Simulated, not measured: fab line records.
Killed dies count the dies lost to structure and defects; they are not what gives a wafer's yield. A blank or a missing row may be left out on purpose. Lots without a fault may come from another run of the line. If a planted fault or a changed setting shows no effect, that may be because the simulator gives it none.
What tool caused it? ; flow gf180mcu ; 14 lots, 42 wafers sampled, at 4 steps of a route of 602

== WHAT EACH GAUGE READ, for each wafer ==
GF_STI_THK_MEAS_22.
lot;measured;on;STI_OXIDATION_01_THK (nm)
L216;day 2 04:41;film_metro-02;15.02 14.82 15.17
L217;day 2 09:21;film_metro-04;15.07 15.11 14.95
L218;day 2 14:17;film_metro-04;15.30 15.33 15.56
L219;day 2 19:59;film_metro-03;15.01 14.97 14.97
L220;day 3 01:22;film_metro-02;15.22 15.27 15.19
L221;day 3 06:50;film_metro-02;15.25 15.40 15.34
L222;day 3 13:41;film_metro-04;14.91 14.92 14.96
L228;day 4 15:38;film_metro-03;15.04 14.87 15.14
L229;day 4 20:49;film_metro-04;14.58 14.96 14.74
L230;day 5 04:05;film_metro-04;15.28 15.22 15.38
L231;day 5 08:18;film_metro-03;15.53 15.52 15.53
L232;day 5 13:43;film_metro-03;15.41 15.35 15.50
L233;day 5 18:31;film_metro-02;15.35 15.16 15.27
L238;day 6 20:41;film_metro-03;15.07 15.03 15.13

GF_MVSD_OVL_MEAS_07.
lot;measured;on;MVSD_OVL (nm)
L216;day 4 10:01;overlay-01;-0.9 -0.9 -2.1
L217;day 4 15:01;overlay-01;0.4 0.5 -0.7
L218;day 4 20:26;overlay-01;1.3 2.0 1.6
L219;day 5 03:58;overlay-02;-0.9 -2.1 -1.2
L220;day 5 09:40;overlay-02;-0.9 -1.7 -0.3
L221;day 5 18:29;overlay-01;-1.6 -1.3 -1.7
L222;day 5 23:51;overlay-02;-0.6 -2.1 -2.5
L228;day 7 06:59;overlay-02;0.7 -0.1 1.7
L229;day 7 10:44;overlay-02;-1.6 -1.9 -1.4
L230;day 7 20:16;overlay-01;-0.5 1.2 -0.3
L231;day 8 02:55;overlay-02;-0.3 0.3 0.9
L232;day 8 07:35;overlay-02;0.6 0.0 0.2
L233;day 8 14:23;overlay-02;-0.8 0.5 0.2
L238;day 9 21:05;overlay-02;1.0 -2.4 -0.5

GF_VT_IMPLANT_OVL_MEAS_18.
lot;measured;on;VT_IMPLANT_01_OVL (nm)
L216;day 6 04:25;overlay-02;0.7 2.4 2.1
L217;day 6 10:46;overlay-02;0.5 0.2 0.9
L218;day 6 16:09;overlay-01;-1.8 -0.3 -2.1
L219;day 7 01:46;overlay-01;-1.2 0.5 0.9
L220;day 7 08:21;overlay-01;0.9 2.4 2.0
L221;day 7 17:16;overlay-01;-0.5 0.2 0.8
L222;day 8 00:20;overlay-01;0.5 1.1 -0.2
L228;day 9 12:22;overlay-02;2.2 0.6 0.4
L229;day 9 16:58;overlay-01;2.2 2.4 1.2
L230;day 10 04:13;overlay-01;1.9 1.3 1.8
L231;day 10 10:45;overlay-02;-1.1 -1.3 -2.1
L232;day 10 15:53;overlay-01;-0.1 0.9 2.4
L233;day 11 00:19;overlay-01;0.0 1.2 -0.3
L238;day 12 07:57;overlay-01;1.1 1.8 1.8

== WHAT TOOL EACH LOT RAN ON (gives the tool, then ch and the chambers of the sampled wafers, and finally the start) ==
lot;GF_MVPSD_EXPOSE_04
L216;iline_stepper-02 ch 0, day 4 16:50
L217;iline_stepper-02 ch 0, day 4 22:14
L218;iline_stepper-01 ch 0, day 5 03:29
L219;iline_stepper-02 ch 0, day 5 12:07
L220;iline_stepper-02 ch 0, day 5 17:00
L221;iline_stepper-02 ch 0, day 6 01:47
L222;iline_stepper-02 ch 0, day 6 07:33
L228;iline_stepper-02 ch 0, day 7 15:40
L229;iline_stepper-01 ch 0, day 7 19:38
L230;iline_stepper-01 ch 0, day 8 05:28
L231;iline_stepper-01 ch 0, day 8 12:00
L232;iline_stepper-01 ch 0, day 8 16:22
L233;iline_stepper-01 ch 0, day 8 23:53
L238;iline_stepper-01 ch 0, day 10 07:34
- GF_MVPSD_EXPOSE_04: exposes mask MVPSD, target cd 1000 nm.

== AS READ BY THE TOOLS THEMSELVES (means over the sampled wafers that have a number; for cases with no such wafer, the mark the record gives instead) ==
GF_MVPSD_EXPOSE_04.
lot;tool;exposure_dose_mJ_cm2
L216;iline_stepper-02;259.75
L217;iline_stepper-02;260.30
L218;iline_stepper-01;260.18
L219;iline_stepper-02;259.86
L220;iline_stepper-02;254.73
L221;iline_stepper-02;254.50
L222;iline_stepper-02;254.84
L228;iline_stepper-02;254.88
L229;iline_stepper-01;260.13
L230;iline_stepper-01;260.08
L231;iline_stepper-01;259.97
L232;iline_stepper-01;259.86
L233;iline_stepper-01;259.96
L238;iline_stepper-01;260.05

== THE ANSWER, worked out from the rows above alone ==
Rule: the lots themselves supply what counts as usual. The widest of any qualifying gaps counts: lots, ordered by their means at a reading, are off when they make up no more than a third of the lots, leave a main group of 4 or more, and stand apart from it by 3 or more times the standard deviation of that group's means. A main group whose means are all the same, to the digits that the tables above print for the reading, isn't used. Also off: a lot with no number at a reading for which 4 or more lots have one. Any other lot the step has rows for is counted as sound. Order of review: gauges by route order, followed by the tools' own readings, for which a lot's mean as printed above is used. At the first step where some lot is off, the reading lying furthest off is the one used; lots without a number count as furthest.
Off at GF_MVPSD_EXPOSE_04 (exposure_dose_mJ_cm2): L220, L221, L222, L228. Mean 260.01 and standard deviation 0.16 in the main group.
If a tool, at that step or one of the process steps before it, ran each lot that is off and ran no sound lot following the first of them, it fits. One candidate fits, namely iline_stepper-02 at GF_MVPSD_EXPOSE_04. Its last sound lot is L219 (day 5 12:07), its first lot that is off L220 (day 5 17:00): a fault that began between those two fits.
The tool's own readings at GF_MVPSD_EXPOSE_04 bear it out: on the lots that are off they differ by more than 5 times the standard deviation of the sound lots' means. exposure_dose_mJ_cm2 reads 254.74 there against 260.01 on the sound lots.

== WHAT THE SIMULATOR HAD INSERTED ==
Process parameter drift: iline_stepper-02, from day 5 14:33 on, at GF_MVPSD_EXPOSE_04. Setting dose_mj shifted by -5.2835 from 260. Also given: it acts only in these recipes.
Lots struck among those shown: L220, L221, L222, L228. Same finding as the rule above.
